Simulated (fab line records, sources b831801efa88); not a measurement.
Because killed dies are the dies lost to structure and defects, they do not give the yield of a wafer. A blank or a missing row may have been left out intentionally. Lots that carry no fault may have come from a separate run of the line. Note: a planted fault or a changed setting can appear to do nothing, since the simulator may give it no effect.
Tool commonality check | flow sky130 | Sampled: 11 lots, 33 wafers

== WHAT PROMPTED THE OPENING ==
Of 11 lots, 2 have the reading NWELL_TW flagged at SKY_NWELL_TW_MEAS_15. No-fault wafers: 1828, standard deviation 16.
Rule: a lot is flagged when every wafer of it that has a number lies more than 4 standard deviations from that mean, or none has a number. All remaining lots are regarded as sound.

lot  | measured     | on            | NWELL_TW, wafer by wafer | flag
L163 | day 4 18:41  | film_metro-01 | 1807 1814 1812           |
L164 | day 5 00:14  | film_metro-02 | 1823 1826 1829           |
L166 | day 5 08:03  | film_metro-03 | 1712 1704 1710           | FLAGGED
L169 | day 6 01:29  | film_metro-02 | 1684 1681 1686           | FLAGGED
L175 | day 7 11:28  | film_metro-03 | 1847 1843 1857           |
L176 | day 7 19:29  | film_metro-02 | 1833 1831 1826           |
L178 | day 8 04:47  | film_metro-03 | 1840 1837 1848           |
L182 | day 9 03:02  | film_metro-02 | 1813 1820 1813           |
L184 | day 9 17:14  | film_metro-02 | 1828 1816 1815           |
L185 | day 9 23:36  | film_metro-03 | 1849 1847 1847           |
L186 | day 10 02:25 | film_metro-01 | 1813 1825 1823           |
The mean of the flagged lots' numbers is 1696, -132 from the usual (-8 standard deviations).

== LOT BY LOT: THE TOOL USED ==
The record holds 2 process steps before the reading, out of a route of 708 steps. In each cell: the tool, then ch and the chambers that the sampled wafers went through, then the start.
lot  | flag    | SKY_PWDE_STRIP_09                   | SKY_NWELL_IMPLANT_11
L163 |         | plasma_asher-04 ch 0,1, day 4 01:10 | implanter-02 ch 0, day 4 18:10
L164 |         | plasma_asher-02 ch 0,1, day 4 07:02 | implanter-02 ch 0, day 4 23:41
L166 | FLAGGED | plasma_asher-01 ch 0,1, day 4 13:41 | implanter-02 ch 0, day 5 07:31
L169 | FLAGGED | plasma_asher-01 ch 1, day 5 07:02   | implanter-02 ch 0, day 6 00:56
L175 |         | plasma_asher-01 ch 0,1, day 6 15:05 | implanter-03 ch 0, day 7 10:55
L176 |         | plasma_asher-01 ch 0,1, day 6 22:56 | implanter-04 ch 0, day 7 18:56
L178 |         | plasma_asher-04 ch 0,1, day 7 07:53 | implanter-04 ch 0, day 8 04:14
L182 |         | plasma_asher-04 ch 0,1, day 8 05:26 | implanter-04 ch 0, day 9 02:29
L184 |         | plasma_asher-04 ch 0,1, day 8 18:44 | implanter-04 ch 0, day 9 16:41
L185 |         | plasma_asher-04 ch 0, day 9 02:17   | implanter-03 ch 0, day 9 23:04
L186 |         | plasma_asher-04 ch 0,1, day 9 04:41 | implanter-03 ch 0, day 10 01:52
What the steps here do:
- SKY_PWDE_STRIP_09: strips in O2/N2.
- SKY_NWELL_IMPLANT_11
- SKY_NWELL_TW_MEAS_15

== FLAGGED AGAINST TOTAL, ONE TOOL AT A TIME (gauges that did the reading follow at the end) ==
step                 | tool            | lots run | flagged | share of the flagged lots | sound lots run after its first flagged lot
SKY_PWDE_STRIP_09    | plasma_asher-01 | 4        | 2       | all                       | 2 (L175,L176)
SKY_PWDE_STRIP_09    | plasma_asher-02 | 1        | 0       | none                      | -
SKY_PWDE_STRIP_09    | plasma_asher-04 | 6        | 0       | none                      | -
SKY_NWELL_IMPLANT_11 | implanter-02    | 4        | 2       | all                       | 0
SKY_NWELL_IMPLANT_11 | implanter-03    | 3        | 0       | none                      | -
SKY_NWELL_IMPLANT_11 | implanter-04    | 4        | 0       | none                      | -
SKY_NWELL_TW_MEAS_15 | film_metro-01   | 2        | 0       | none                      | -
SKY_NWELL_TW_MEAS_15 | film_metro-02   | 5        | 1       | some                      | 3 (L176,L182,L184)
SKY_NWELL_TW_MEAS_15 | film_metro-03   | 4        | 1       | some                      | 3 (L175,L178,L185)

== THE TABLE: WHAT IT ALLOWS ==
In 2 table rows, all flagged lots were run: plasma_asher-01 (SKY_PWDE_STRIP_09), implanter-02 (SKY_NWELL_IMPLANT_11).
- plasma_asher-01 at SKY_PWDE_STRIP_09 ran 4 lots, 2 of them flagged. Lots that were sound ran on it after the first flagged one (L175, L176); a persistent fault on the entire tool would not allow that.
- implanter-02 at SKY_NWELL_IMPLANT_11 ran 4 lots, 2 of them flagged. Its last sound lot is L164 (day 4 23:41), its first flagged lot L166 (day 5 07:31): a fault that began between those two fits. Its own readings lie more than 4 standard deviations out on every wafer of the flagged lots: beam_on_s, faraday_current_uA.
implanter-02 at SKY_NWELL_IMPLANT_11 is the single tool remaining.

== WHAT HAD BEEN PUT IN BY THE SIMULATOR ==
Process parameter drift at SKY_NWELL_IMPLANT_11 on implanter-02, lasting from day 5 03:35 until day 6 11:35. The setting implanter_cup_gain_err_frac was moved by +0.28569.
Struck lots among those shown: L166, L169. The rule above found the same.
